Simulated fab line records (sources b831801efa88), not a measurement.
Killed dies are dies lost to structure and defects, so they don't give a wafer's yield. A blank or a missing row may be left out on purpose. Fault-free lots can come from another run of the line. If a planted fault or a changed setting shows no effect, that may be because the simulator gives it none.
Problem report in the 8D (eight disciplines) form, filled by code | flow gf180mcu | the parts of the form that need people (team, actions taken, sign-off) are left out

1. THE ISSUE
Mean V5_W_RS at GF_V5_RS_MEAS_24: 0.223 ohm/sq over 3 wafers in 2 lots; fault-free wafers: 0.326 ohm/sq, standard deviation 0.0059. That puts it -17 standard deviations away from the usual mean.
The step: measures by four-point-probe.
Seen first at day 32 19:19 on film_metro-01, wafer L160.3. Wafers with a number at this step in the record: 35, from 12 lots. The rule behind "out" and "out of limits": a value lying over 4 standard deviations away from the usual mean. The other wafers with a number count as sound.

2. WHAT IT IS, AND WHAT IT ISN'T
question                    | is                     | is not
which readings at this step | V5_W_RS                | -
which lots                  | L160, L161             | L143, L147, L149, L151, L152, L153, L156, L157, L158, L166
which wafers of those lots  | L160.3, L161.3, L161.6 | L160.1, L160.2
read on which gauges        | film_metro-01          | film_metro-02, film_metro-03
when                        | from day 32 19:19      | up to then (29 sound wafers); but 3 sound wafers of L166 came after

3. THE SUSPECTS, EACH WITH WHAT RULES IT OUT
Counting: any tool at a process step up to the reading remains a suspect provided it ran every lot that is out. Sound lots after the first of them don't rule it out here, since some wafers of a struck lot are sound.
- the gauge at GF_V5_RS_MEAS_24 is ruled out. All the wafers that are out were read on film_metro-01, but those of them that GF_V5_CMP_26 has rows for are out there too, on other tools.
- cvd_w-01 at GF_V5_CVD_23 (deposits W, target thk 350 nm, time 104.9 s): kept. Every lot that is out went through it, the first being L160 (day 32 19:12); the last sound lot it ran before that was L158 (day 31 22:27).
After counting, what remains is cvd_w-01 at GF_V5_CVD_23.

4. THE CAUSE (what the simulator had put in)
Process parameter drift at GF_V5_CVD_23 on cvd_w-01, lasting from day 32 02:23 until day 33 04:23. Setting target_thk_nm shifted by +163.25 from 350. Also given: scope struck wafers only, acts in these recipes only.
This tool alone remained once counting was done.

5. SEQUENCE OF EFFECTS, ordered by route
Each row: a reading where the mean over the struck wafers with a number is more than 3 standard deviations away from the usual. Readings are gone through only where the record gives a usual standard deviation; hours: the median, over the lots, of the time from a lot's start at the first step in this table giving one to that lot's start at this step; sigmas: the change measured in usual standard deviations.
hours | step              | reading            | usual        | on struck wafers | change | sigmas
0     | GF_V5_RS_MEAS_24  | V5_W_RS            | 0.326 ohm/sq | 0.223            | -0.103 | -17
0     | GF_V5_THK_MEAS_25 | V5_W_THK           | 356 nm       | 519              | +163   | +24
0     | GF_V5_CMP_26      | time_to_endpoint_s | 85 s         | 122              | +37    | +11
Its process steps:
- GF_V5_CMP_26: polishes, stops on SiO2, t overpolish 15 s, target thk 0 nm.
Later steps that measure or inspect, where all struck wafers having a row at the step show a number for every such reading and not one has moved that far: GF_PASSIVATION_THK_MEAS_03.

6. HOW IT WOULD HAVE BEEN CAUGHT EARLIER
17 hours passed between the start of the fault at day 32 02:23 and the first reading out of limits at a measuring or inspecting step in this record, taken at day 32 19:19.
Tool readings at GF_V5_CVD_23 with a usual standard deviation given in the record: none out on any struck wafer, hence no alarm at a limit of 4 standard deviations on them.
Of the lots that are out (2), L161 began GF_V5_CVD_23 on cvd_w-01 after day 32 19:19. Holding the tool at that time would have saved it.
